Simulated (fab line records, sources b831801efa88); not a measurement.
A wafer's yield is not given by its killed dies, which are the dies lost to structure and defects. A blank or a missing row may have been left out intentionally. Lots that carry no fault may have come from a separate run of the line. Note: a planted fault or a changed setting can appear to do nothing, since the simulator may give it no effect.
Which of the tools did it?	flow sky130	13 lots, 39 wafers sampled, at 5 steps of a route of 708

## WHAT THE GAUGES SHOWED, per wafer
SKY_VT_ADJUST_HVTR_CD_MEAS_07 targets a cd of 380 nm. Usual: cd_nm reads 379.6 nm (standard deviation 2.2).
lot	measured	on	cd_nm (nm)	flag
L480	day 9 12:33	cd_sem-02	381.5 384.1 382.7	
L483	day 10 10:05	cd_sem-02	381.9 381.0 383.1	
L484	day 10 18:48	cd_sem-02	375.6 378.9 377.7	
L485	day 10 22:41	cd_sem-01	380.9 379.7 381.7	
L486	day 11 09:47	cd_sem-02	376.3 377.6 380.2	
L487	day 11 15:38	cd_sem-01	380.2 381.8 379.7	
L488	day 12 00:11	cd_sem-02	379.0 380.9 381.1	
L489	day 12 07:47	cd_sem-01	379.2 378.1 378.9	
L497	day 14 21:24	cd_sem-01	379.4 378.5 375.8	
L498	day 15 03:53	cd_sem-02	379.3 380.5 383.4	
L500	day 15 16:05	cd_sem-02	380.2 384.0 380.1	
L502	day 16 03:57	cd_sem-02	377.1 375.9 376.7	
L503	day 16 22:39	cd_sem-01	378.5 375.6 376.6	

SKY_SONOS_TUNNEL_TW_MEAS_12. Usual: SONOS_TUNNEL_TW 198.2, standard deviation 1.6.
lot	measured	on	SONOS_TUNNEL_TW	flag
L480	day 11 10:40	film_metro-04	198.4 201.0 200.0	
L483	day 12 09:44	film_metro-04	200.3 200.6 200.7	
L484	day 12 20:19	film_metro-03	197.7 199.3 198.7	
L485	day 12 23:29	film_metro-03	197.9 198.6 198.6	
L486	day 13 12:32	film_metro-03	196.6 197.9 198.0	
L487	day 13 18:07	film_metro-01	197.9 197.4 198.0	
L488	day 14 03:28	film_metro-01	194.3 194.2 195.6	
L489	day 14 10:37	film_metro-01	196.2 195.9 195.8	
L497	day 17 06:13	film_metro-01	197.8 197.5 196.6	
L498	day 17 13:04	film_metro-03	198.3 198.6 197.8	
L500	day 18 01:49	film_metro-04	199.4 199.5 199.5	
L502	day 18 15:00	film_metro-01	195.9 196.3 196.7	
L503	day 19 10:01	film_metro-04	199.6 199.8 200.5	

SKY_SONOS_ONO_CD_MEAS_13 targets a cd of 410 nm. Usual: cd_nm reads 409.6 nm (standard deviation 2.4).
lot	measured	on	cd_nm (nm)	flag
L480	day 12 16:45	cd_sem-01	407.4 407.8 408.7	
L483	day 13 15:17	cd_sem-01	411.6 411.3 409.7	
L484	day 14 02:23	cd_sem-01	411.4 411.8 411.3	
L485	day 14 05:35	cd_sem-01	405.1 405.2 404.8	
L486	day 14 20:35	cd_sem-01	410.6 410.2 408.6	
L487	day 15 02:17	cd_sem-02	411.8 409.1 411.3	
L488	day 15 12:59	cd_sem-01	407.6 409.5 410.0	
L489	day 15 21:32	cd_sem-01	409.5 409.0 408.3	
L497	day 18 21:19	cd_sem-01	408.3 378.8 400.9	OFF
L498	day 19 00:56	cd_sem-01	415.6 413.0 414.0	
L500	day 19 12:50	cd_sem-01	410.0 409.8 408.3	
L502	day 20 04:49	cd_sem-01	407.1 408.5 407.5	
L503	day 20 20:59	cd_sem-02	407.3 405.9 403.1	

SKY_GATE_OXIDE_OVL_MEAS_10. Usual: GATE_OXIDE_OVL -0.4 nm, standard deviation 1.4.
lot	measured	on	GATE_OXIDE_OVL (nm)	flag
L480	day 13 21:36	overlay-02	0.2 -0.5 -1.1	
L483	day 14 19:23	overlay-01	-2.0 -1.7 -2.3	
L484	day 15 06:35	overlay-02	-0.3 0.3 0.4	
L485	day 15 10:53	overlay-01	-0.5 -0.3 0.3	
L486	day 16 02:23	overlay-02	-0.8 -1.4 -1.3	
L487	day 16 06:56	overlay-01	-0.7 -1.3 -0.5	
L488	day 16 19:20	overlay-02	-0.7 0.7 -0.4	
L489	day 17 03:44	overlay-02	-1.5 -3.5 -2.2	
L497	day 20 06:50	overlay-02	-1.5 1.1 0.4	
L498	day 20 11:17	overlay-01	-3.4 -2.9 -2.4	
L500	day 20 20:29	overlay-02	-0.8 -0.2 -0.1	
L502	day 21 16:11	overlay-02	0.8 -0.1 0.5	
L503	day 22 08:59	overlay-01	-1.1 0.4 -0.5	

## WHICH TOOL RAN EACH LOT (tool, then ch and the chambers of the sampled wafers, then the start)
lot	SKY_SONOS_ONO_EXPOSE_10
L480	iline_stepper-02 ch 0, day 12 04:41
L483	iline_stepper-01 ch 0, day 13 02:26
L484	iline_stepper-01 ch 0, day 13 13:50
L485	iline_stepper-01 ch 0, day 13 16:50
L486	iline_stepper-01 ch 0, day 14 07:14
L487	iline_stepper-01 ch 0, day 14 13:17
L488	iline_stepper-01 ch 0, day 14 23:44
L489	iline_stepper-01 ch 0, day 15 07:11
L497	iline_stepper-02 ch 0, day 18 06:17
L498	iline_stepper-01 ch 0, day 18 10:43
L500	iline_stepper-01 ch 0, day 18 22:13
L502	iline_stepper-01 ch 0, day 19 13:47
L503	iline_stepper-01 ch 0, day 20 06:32
- SKY_SONOS_ONO_EXPOSE_10: exposes mask ONOM, target cd 410 nm.

## AS READ BY THE TOOLS THEMSELVES (means over the sampled wafers that have a number; for cases with no such wafer, the mark the record gives instead)
SKY_SONOS_ONO_EXPOSE_10. Usual: exposure_dose_mJ_cm2 150.01, standard deviation 0.17; reticle_temp_C 23.00 C, standard deviation 0.1.
lot	tool	exposure_dose_mJ_cm2	reticle_temp_C (C)	flag
L480	iline_stepper-02	150.08	23.08	
L483	iline_stepper-01	149.58	22.95	
L484	iline_stepper-01	150.05	22.84	
L485	iline_stepper-01	149.83	22.99	
L486	iline_stepper-01	150.15	22.96	
L487	iline_stepper-01	150.04	22.99	
L488	iline_stepper-01	150.02	23.08	
L489	iline_stepper-01	150.09	23.04	
L497	iline_stepper-02	145.00	23.02	OFF
L498	iline_stepper-01	150.01	23.08	
L500	iline_stepper-01	150.05	23.00	
L502	iline_stepper-01	150.23	22.93	
L503	iline_stepper-01	150.22	23.06	

## THE ANSWER, worked out from the rows above alone
Rule: take the mean of a lot's wafers that have a number; if it is more than 3 standard deviations from the usual mean, the lot is off. A lot without any number at a reading at which 4 lots or more have one is off too. Any other lot the step has rows for is counted as sound. The gauges are gone through in route order, then the tools' own readings, and for those a lot's mean is taken as printed above. The first step at which some lot is off is used, and at that step the reading that is off furthest; a lot without a number counts as furthest.
Off at SKY_SONOS_ONO_CD_MEAS_13 (cd_nm): L497.
If a tool, at a process step before that reading, ran all the lots that are off and no sound lot after the first of them, it fits. Not tried: the gauges at SKY_SONOS_ONO_CD_MEAS_13; whatever is off there is also off at SKY_SONOS_ONO_EXPOSE_10, on other tools, and gauge error can't account for it. One fits: SKY_SONOS_ONO_EXPOSE_10 on iline_stepper-02. Its last sound lot is L480 (day 12 04:41), its first lot that is off L497 (day 18 06:17): a fault that began between those two fits.
On the lots that are off, the tool's own readings at SKY_SONOS_ONO_EXPOSE_10 differ by more than 5 times the standard deviation of the sound lots' means, which bears it out; exposure_dose_mJ_cm2 reads 145.00 there versus 150.03 on the sound lots.

## WHAT THE SIMULATOR HAD PUT IN
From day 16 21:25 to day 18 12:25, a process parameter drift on iline_stepper-02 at SKY_SONOS_ONO_EXPOSE_10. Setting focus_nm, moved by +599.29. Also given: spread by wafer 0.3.
Shown lots that were struck: L497. The rule given above showed the same thing.
